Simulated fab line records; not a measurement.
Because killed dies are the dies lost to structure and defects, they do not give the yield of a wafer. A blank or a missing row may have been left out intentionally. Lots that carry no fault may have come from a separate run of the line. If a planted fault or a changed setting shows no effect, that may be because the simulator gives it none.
One fault through the eyes of 2 desks -- flow gf180mcu -- numbers are kept per desk, each desk with only its own; the story behind them comes last

== THE METROLOGY DESK ==
What the gauges read for every lot (on any tool): the sampled wafers with a number, averaged. The brackets show how far a lot's mean lies from the usual mean; more than 4 standard deviations puts the lot out of limits, marked OUT.
Columns: A = V5_OVL at GF_V5_OVL_MEAS_15, usual 2 nm; B = PASSIVATION_CVD_02_THK at GF_PASSIVATION_THK_MEAS_03, usual 706 nm
lot,first seen here,A,B
L881,day 27 23:02,1,720
L883,day 28 06:23,2,697
L884,day 28 15:35,10,703
L885,day 28 22:59,-2,705
L886,day 29 11:41,-2,689
L889,day 30 07:56,-2,697
L897,day 32 05:29,6,707
L898,day 32 12:37,3,710
L899,day 32 17:53,7,708
L900,day 32 21:08,-1,706
L901,day 33 01:26,-1,708
L902,day 33 06:02,2,697
L903,day 33 10:34,5,720
This desk's finding: nothing out of limits on any of the 13 lots.

== FOR THE TOOL OWNER'S DESK: plasmaAsher-01 ==
The tool's own readings at GF_VT_IMPLANT_STRIP_42 (strips in O2/N2): means of the sampled wafers that have a number, for each lot that ran on this tool. The brackets show how far a lot's mean lies from the usual mean; more than 4 standard deviations puts the lot out of limits, marked OUT.
Columns: A = drypumpMotorCurrentA at GF_VT_IMPLANT_STRIP_42, usual 5.7 A; B = heaterPowerW at GF_VT_IMPLANT_STRIP_42, usual 314 W; C = o2FlowSccm at GF_VT_IMPLANT_STRIP_42, usual 3001 sccm; D = oesProductAu at GF_VT_IMPLANT_STRIP_42, usual 0.716 a.u.; E = stripTimeToEndpointS at GF_VT_IMPLANT_STRIP_42, usual 12.64 s
lot,first seen here,A,B,C,D,E
L884,day 8 19:36,5.6,308,3012,0.712,12.67
L885,day 9 01:29,5.3,306,2990,0.717,12.62
L886,day 9 12:48,5.6,304,2995,0.719,12.63
L889,day 10 04:48,5.5,305,3000,0.716,12.65
L900,day 13 02:30,5.3,302,3002,0.718,12.64
L901,day 13 10:21,5.6,308,3006,0.720,12.61
This desk's finding: nothing out of limits on any of the 6 lots.

== ALL TOGETHER ==
Nothing out of limits was seen by the metrology desk.
Nothing out of limits was seen by the tool owner's desk.

== WHAT THE SIMULATOR HAD INSERTED ==
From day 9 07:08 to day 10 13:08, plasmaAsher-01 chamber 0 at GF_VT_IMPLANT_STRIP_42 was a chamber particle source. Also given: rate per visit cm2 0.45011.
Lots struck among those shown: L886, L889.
